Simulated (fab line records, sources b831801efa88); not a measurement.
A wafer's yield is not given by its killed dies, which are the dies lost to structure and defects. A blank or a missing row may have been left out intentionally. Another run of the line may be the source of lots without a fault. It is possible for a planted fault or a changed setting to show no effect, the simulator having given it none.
Split-lot experiment	flow sky130	on a route of 708 steps: 5 lots, 23 wafers read

## ON THE SPLIT
At SKY_LDD_LDN_SOFTBAKE_03 (time 60 s), the setting temp c was moved away from the recipe's 90 C on 11 of the 23 wafers read, by -3.8% to +2.6%. For the rest of the wafers, this setting stayed at what the recipe calls for.

## FROM THE SPLIT TO THE READING: what the file shows between them, 2 steps
- SKY_LDD_LDN_EXPOSE_04: exposes mask LDNTM, target cd 700 nm
- SKY_LDD_LDN_PEB_05

## THE READING
NOVOLAK_of_LDD_LDN_COAT_02.thk nm (the simulator's own value, which no gauge read), in nm, at SKY_LDD_LDN_DEVELOP_06 (develop time 60 s). There is no usual value for it anywhere in the file. Average 1138 nm, standard deviation 2.3 nm, over the 12 wafers here run with the recipe.

wafer	tool, chamber at the split	temp c as run, C	against the recipe	NOVOLAK_of_LDD_LDN_COAT_02.thk nm, nm	against lot-mates on the recipe
L077.1	litho track-03, 0	86.55	-3.8%	1151	+10
L077.2	litho track-03, 0	90	recipe	1141	-
L077.4	litho track-03, 0	90	recipe	1141	-
L077.6	litho track-03, 0	90	recipe	1141	-
L077.5	litho track-03, 0	86.55	-3.8%	1152	+11
L078.1	litho track-04, 0	90	recipe	1137	-
L078.4	litho track-04, 0	90	recipe	1137	-
L078.2	litho track-04, 0	89.02	-1.1%	1137	+0
L078.3	litho track-04, 0	89.02	-1.1%	1140	+3
L078.5	litho track-04, 0	89.02	-1.1%	1138	+1
L081.1	litho track-03, 0	90	recipe	1137	-
L081.4	litho track-03, 0	90	recipe	1137	-
L081.5	litho track-03, 0	90	recipe	1139	-
L082.2	litho track-01, 0	90	recipe	1135	-
L082.6	litho track-01, 0	90	recipe	1135	-
L082.3	litho track-01, 0	91.69	+1.9%	1131	-4
L082.4	litho track-01, 0	91.69	+1.9%	1131	-4
L082.5	litho track-01, 0	91.69	+1.9%	1128	-7
L085.1	litho track-04, 0	92.36	+2.6%	1132	-4
L085.2	litho track-04, 0	90	recipe	1137	-
L085.3	litho track-04, 0	90	recipe	1134	-
L085.4	litho track-04, 0	92.36	+2.6%	1129	-6
L085.5	litho track-04, 0	92.36	+2.6%	1129	-6

FIT RESULTS
A straight line over all 23 wafers: NOVOLAK_of_LDD_LDN_COAT_02.thk nm changes by -3.28 nm for each +1% of temp c; r = -0.92; the points scatter about the line by 2.4 nm.
The same after taking each lot's own level away (the mean of its wafers on the recipe; 23 wafers): -2.44 nm for each +1%; r = -0.96; scatter 1.3 nm.
On that fit, the largest move of temp c shifts the reading by 9.3 nm.
The span of the lots' own levels, 1135.0 to 1141.0 nm, comes to 2.6 times the standard deviation stated above.
So the slope is not independent of the lot-to-lot level: the two fits are not the same.
Check: with one of the wafers moved furthest among these (-3.8%) left out of the fit, the line predicts +9.06 nm for it against its lot-mates. Against them it came out at +10 nm.

## THE WHOLE CHAIN: every reading that the file lists as answering this split, in the file's order
step	what it does	reading	change (the file's fit)	r (the file's)
SKY_LDD_LDN_DEVELOP_06	develop time 60 s	NOVOLAK_of_LDD_LDN_COAT_02.thk nm (the simulator's own value, which no gauge read)	-2.51 nm for each +1% of the setting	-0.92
SKY_LDD_LDN_STRIP_12	strips in O2/N2	strip time to endpoint s	withheld for each +1% of the setting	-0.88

## FILE'S OWN FIT
NOVOLAK_of_LDD_LDN_COAT_02.thk nm changes by -2.51 nm for each +1% of temp c, r = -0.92.
